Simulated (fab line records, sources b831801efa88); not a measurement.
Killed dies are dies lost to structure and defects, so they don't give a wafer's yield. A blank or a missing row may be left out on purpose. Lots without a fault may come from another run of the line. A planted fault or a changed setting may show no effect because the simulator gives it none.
A struck lot beside a sound one | flow sfq_line | 41 steps out of a route of 325
Sound: wafers L649.1, L649.2, L649.3. Struck: wafer L654.4. (L654.5, L654.6 of the same lot were not struck and are left out.) The cause comes at the end.
At each step with rows: each side's tool, then ch and its chambers, then its first start. Under that, the readings that differ: sound wafers | struck wafers | difference of the means | sigmas: that difference in standard deviations of wafers without a fault.
alike: readings whose means differ by less than 2 such deviations, and words and numbers that are the same on both sides. not compared: withheld readings, readings that some wafer has no value for, bounds like >300 that may hide the same value, and numbers for which the record gives no deviation and whose values overlap.
The two part at a step that has a row with sigmas, a row that says differs or no value, or rows on one side only. Numbers that don't overlap but have no deviation are shown without sigmas and don't part them. A reading that every wafer of one side lacks parts them only if that side has two wafers or more.

first, 2 steps without rows for these wafers: SFQ_TRILAYER_M0_DEP_PRE_CLEAN_020 (time 15 s); SFQ_TRILAYER_M0_DEP_SPUTTER_019 (material Nb, target thk 200 nm, time 133.3 s).
SFQ_M0_RS_MEAS_904: measures by four-point-probe.
  sound on film_metro-02, day 9 14:57; struck on film_metro-02, day 11 01:47
  alike: M0_NB_RS
then, 6 steps without rows for these wafers: SFQ_TRILAYER_M0_LITHO_COAT_026 (resist thk 62 nm); SFQ_TRILAYER_M0_LITHO_COAT_021 (resist thk 600 nm); SFQ_TRILAYER_M0_LITHO_SOFTBAKE_025; SFQ_TRILAYER_M0_LITHO_EXPOSE_022 (exposes mask M0, target cd 500 nm); SFQ_TRILAYER_M0_LITHO_PEB_024 (peb time 60 s); SFQ_TRILAYER_M0_LITHO_DEVELOP_023 (time 60 s).
SFQ_M0_OVL_MEAS_906:
  sound on overlay-02, day 9 22:34; struck on overlay-02, day 11 04:22
  alike: M0_OVL
SFQ_TRILAYER_M0_BARC_OPEN_METAL_ETCH_031: etches BARC in O2, target depth 125 nm, time 41.7 s.
  sound on rie_metal-03 ch 0,1, day 9 22:36; struck on rie_metal-01 ch 1, day 11 04:24
  alike: drypump_motor_current_A, oes_product_au, run_length_s
  not compared: rf_hours_counter_h
SFQ_TRILAYER_M0_ETCH_METAL_ETCH_024: etches Nb in Cl2/Ar, stops on SiO2, target depth 240 nm, time 120 s.
  sound on rie_metal-03 ch 0,1, day 9 22:39; struck on rie_metal-01 ch 1, day 11 04:29
  reading                                             | sound             | struck | difference | sigmas
  oes_product_au (a.u.)                               | 0.891 0.892 0.882 | 1.004  | +0.116     | +17
  run_length_s (s)                                    | 148.5 147.7 147.7 | 122.3  | -25.7      | -68
  model.KrF_of_TRILAYER_M0_LITHO_COAT_021.thk_nm (nm) | 378.3 381.6 381.6 | 409.1  | +28.6      |
  model.M0.feature_depth_nm (nm)                      | 197.6 198 197.9   | 187    | -11        |
  model.etch.depth_nm (nm)                            | 197.6 198 197.9   | 187    | -11        |
  alike: drypump_motor_current_A
  not compared: rf_hours_counter_h
then, 2 steps without rows for these wafers: SFQ_TRILAYER_M0_STRIP_STRIP_025 (strips in O2); SFQ_TRILAYER_M0_STRIP_SOLV_CLEAN_026 (cleans in NMP, time 600 s).
SFQ_TRILAYER_I0_DEP_PECVD_027: deposits SiO2 from SiH4/N2O, time 111.11 s, target thk 500 nm.
  sound on pecvd-01 ch 0,1,2, day 9 23:33; struck on pecvd-03 ch 1, day 11 05:23
  alike: heater_power_w, throttle_valve_pct
SFQ_TRILAYER_I0_CMP_CMP_028: polishes SiO2.
  sound on cmp-02 ch 0,1,2, day 10 13:56; struck on cmp-01 ch 2, day 11 11:57
  alike: motor_current_A, time_to_endpoint_s
SFQ_I0_BOW_MEAS_907:
  sound on film_metro-01, day 10 16:26; struck on film_metro-04, day 11 15:01
  alike: I0_BOW
SFQ_TRILAYER_I0_METRO_MEASURE_029:
  sound on film_metro-01, day 10 16:33; struck on film_metro-04, day 11 15:40
  alike: thk_nm
then, 6 steps without rows for these wafers: SFQ_TRILAYER_I0_VIA_LITHO_COAT_036 (resist thk 62 nm); SFQ_TRILAYER_I0_VIA_LITHO_COAT_031 (resist thk 650 nm); SFQ_TRILAYER_I0_VIA_LITHO_SOFTBAKE_035; SFQ_TRILAYER_I0_VIA_LITHO_EXPOSE_032 (exposes mask I0, target cd 500 nm); SFQ_TRILAYER_I0_VIA_LITHO_PEB_034 (peb time 60 s); SFQ_TRILAYER_I0_VIA_LITHO_DEVELOP_033 (time 60 s).
-- the record jumps here: 4 days lie between the struck wafers' starts before and after --
SFQ_I0_OVL_MEAS_908:
  sound on overlay-01, day 15 02:37; struck on overlay-02, day 15 23:47
  alike: I0_OVL
then, 5 steps without rows for these wafers: SFQ_TRILAYER_I0_VIA_BARC_OPEN_VIA_ETCH_046 (etches BARC in O2, target depth 125 nm, time 41.7 s); SFQ_TRILAYER_I0_VIA_ETCH_VIA_ETCH_034 (etches SiO2 in CHF3, stops on Nb, target depth 260 nm); SFQ_TRILAYER_I0_VIA_STRIP_STRIP_035 (strips in O2); SFQ_TRILAYER_I0_VIA_STRIP_SOLV_CLEAN_036 (cleans in NMP, time 600 s); SFQ_TRILAYER_M1_DEP_PRE_CLEAN_038 (time 22.5 s).
SFQ_TRILAYER_M1_DEP_SPUTTER_037: material Nb, target thk 200 nm, time 133.3 s.
  sound on pvd_sputter-06, day 15 03:37; struck on pvd_sputter-04, day 16 00:46
  alike: throttle_valve_pct
SFQ_M1_RS_MEAS_909: measures by four-point-probe.
  sound on film_metro-03, day 15 03:42; struck on film_metro-03, day 16 00:55
  reading           | sound             | struck | difference | sigmas
  M1_NB_RS (ohm/sq) | 0.874 0.867 0.868 | 0.896  | +0.026     | +3
then, 6 steps without rows for these wafers: SFQ_TRILAYER_M1_LITHO_COAT_044 (resist thk 62 nm); SFQ_TRILAYER_M1_LITHO_COAT_039 (resist thk 600 nm); SFQ_TRILAYER_M1_LITHO_SOFTBAKE_043; SFQ_TRILAYER_M1_LITHO_EXPOSE_040 (exposes mask M1, target cd 500 nm); SFQ_TRILAYER_M1_LITHO_PEB_042 (peb time 60 s); SFQ_TRILAYER_M1_LITHO_DEVELOP_041 (time 60 s).
-- the record jumps here: 6 days lie between the struck wafers' starts before and after --
SFQ_M1_OVL_MEAS_911:
  sound on overlay-01, day 20 06:57; struck on overlay-01, day 22 02:13
  alike: M1_OVL
then, 1 step without rows for these wafers: SFQ_TRILAYER_M1_BARC_OPEN_METAL_ETCH_054 (etches BARC in O2, target depth 125 nm, time 41.7 s).
-- the record jumps here: 59 days lie between the struck wafers' starts before and after --
SFQ_M8_BOW_MEAS_951:
  sound on film_metro-04, day 74 10:04; struck on film_metro-03, day 80 16:44
  reading                       | sound    | struck | difference | sigmas
  model.etest.m0.comb_log10_ohm | 12 12 12 | 0      | -12        |
  alike: M8_BOW

WHERE THEY PART
First at SFQ_TRILAYER_M0_ETCH_METAL_ETCH_024; last, within this record, at SFQ_M1_RS_MEAS_909. Later steps at which nothing parts them and some readings are alike: SFQ_M1_OVL_MEAS_911, SFQ_M8_BOW_MEAS_951.

WHY: what the simulator had put in
Process parameter drift: rie_metal-01, from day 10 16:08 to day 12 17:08, at SFQ_TRILAYER_M0_ETCH_METAL_ETCH_024. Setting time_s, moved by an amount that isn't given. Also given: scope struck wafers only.
